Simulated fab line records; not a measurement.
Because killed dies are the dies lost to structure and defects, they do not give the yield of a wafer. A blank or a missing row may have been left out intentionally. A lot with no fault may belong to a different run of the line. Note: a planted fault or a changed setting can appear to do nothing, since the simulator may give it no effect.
2 desks looking at one fault ; flow sky130 ; numbers are kept per desk, each desk with only its own; the story behind them comes last

THE TOOL OWNER'S DESK: rie_metal-02
The tool's own readings at SKY_METAL5_METAL_ETCH_15 (etches the open film in Cl2/BCl3, stops on SiO2, target depth 1260 nm, time 252 s): means of the sampled wafers that have a number, for each lot that ran on this tool. If a lot's mean is further than 4 standard deviations from the usual mean, the lot is out of limits and carries the mark OUT (the distance appears in the brackets).
Columns: A = drypump_motor_current_A at SKY_METAL5_METAL_ETCH_15, usual 5.97 A; B = oes_product_au at SKY_METAL5_METAL_ETCH_15, usual 0.893 a.u.; C = throttle_valve_pct at SKY_METAL5_METAL_ETCH_15, usual 22.265 %
lot;first seen here;A;B;C
L780;day 44 01:09;5.83;0.897;22.264
L787;day 46 00:11;5.83;0.897;22.267
L789;day 46 11:06;5.82;0.890;22.264
L796;day 48 05:01;5.77;0.895;22.258
L797;day 48 09:09;5.76;0.840 (-10) OUT;22.260
This desk's finding: out of limits on L797; first on L797, day 48 09:09 (oes_product_au at SKY_METAL5_METAL_ETCH_15). Within limits: L780, L787, L789, L796.

FROM THE METROLOGY DESK
Lot by lot, what the gauges showed, no matter which tool ran the lot: averages of those sampled wafers that carry a number. If a lot's mean is further than 4 standard deviations from the usual mean, the lot is out of limits and carries the mark OUT (the distance appears in the brackets).
Columns: A = METAL4_OVL at SKY_METAL4_OVL_MEAS_14, usual -2 nm
lot;first seen here;A
L779;day 41 16:05;0
L780;day 41 23:53;-1
L782;day 42 16:32;-8
L783;day 42 23:09;1
L784;day 43 01:42;-2
L785;day 43 12:56;-3
L787;day 44 00:49;-3
L788;day 44 09:32;-8
L789;day 44 14:18;-6
L790;day 45 00:44;3
L796;day 46 10:50;4
L797;day 46 15:20;-2
L802;day 47 15:57;-3
Finding of this desk: none of the 13 lots has anything out of limits.

BROUGHT TOGETHER
On L797, at day 48 09:09, an alarm was possible from the tool owner's desk.
Nothing out of limits was seen by the metrology desk.
The metrology desk holds a record of L797, inside its limits.
SKY_METAL5_METAL_ETCH_15 was run on rie_metal-02 by each of the lots named.

WHAT HAD BEEN PUT IN BY THE SIMULATOR
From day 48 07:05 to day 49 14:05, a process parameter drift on rie_metal-02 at SKY_METAL5_METAL_ETCH_15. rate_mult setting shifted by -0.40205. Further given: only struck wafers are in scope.
Struck lots among those shown: L797.
Delay in hours, fault start to first out-of-limits reading, by desk: the tool owner's desk at 2.
